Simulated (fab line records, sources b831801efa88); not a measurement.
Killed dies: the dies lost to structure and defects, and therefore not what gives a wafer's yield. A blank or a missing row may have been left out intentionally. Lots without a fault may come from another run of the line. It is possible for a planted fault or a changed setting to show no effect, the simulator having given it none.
The same fault as seen by 2 desks    flow gf180mcu    what lay behind the numbers comes last; until then each desk has only its own

THE METROLOGY DESK
What the gauges read for every lot (on any tool): the sampled wafers with a number, averaged. Any lot whose mean is over 4 standard deviations away from the usual mean is out of limits and marked OUT; that distance is given in the brackets.
Columns: A = cd_nm at GF_HV_LDD_CD_MEAS_07, usual 399.7 nm; B = CONTACT_W_THK at GF_CONTACT_THK_MEAS_26, usual 312 nm
lot   first seen here  A                 B
L592  day 11 03:38     397.8             311
L593  day 11 11:08     397.9             308
L594  day 11 21:44     401.7             313
L596  day 12 11:58     417.8 (+7.9) OUT  314
L597  day 12 15:46     418.4 (+8.1) OUT  310
L602  day 13 22:17     400.1             311
L603  day 14 06:31     400.4             315
L604  day 14 15:40     399.2             303
L606  day 15 02:40     399.4             311
L608  day 15 20:01     397.7             308
L610  day 16 13:23     397.1             316
L612  day 16 23:29     400.8             310
This desk's finding: out of limits on L596, L597; first on L596, day 12 11:58 (cd_nm at GF_HV_LDD_CD_MEAS_07). L592, L593, L594, L602, L603, L604, L606, L608, L610, L612: within limits.

AT THE TOOL OWNER'S DESK: litho_track-02
The tool's own readings at GF_HV_LDD_COAT_02 (resist thk 1000 nm): means of the sampled wafers that have a number, for each lot that ran on this tool. Any lot whose mean is over 4 standard deviations away from the usual mean is out of limits and marked OUT; that distance is given in the brackets.
Columns: A = chill_plate_temp_C at GF_HV_LDD_COAT_02, usual 22.99 C
lot   first seen here  A
L592  day 10 18:59     23.02
L593  day 11 01:58     23.02
L594  day 11 11:50     22.87
L596  day 12 02:28     23.12
L597  day 12 05:29     23.06
Result from this desk: across the 5 lots, nothing is out of limits.

PUT TOGETHER
The metrology desk could have raised an alarm at day 12 11:58, on L596, L597.
Nothing out of limits was seen by the tool owner's desk.
Tool owner's desk: L596, L597 on record, inside its limits.
All the named lots went through GF_HV_LDD_COAT_02 on litho_track-02.

WHAT WAS PUT IN BY THE SIMULATOR
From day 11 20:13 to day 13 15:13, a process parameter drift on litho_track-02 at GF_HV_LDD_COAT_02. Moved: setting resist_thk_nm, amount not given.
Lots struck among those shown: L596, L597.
Hours from the fault's start to each desk's first reading out of limits: the metrology desk, 16.
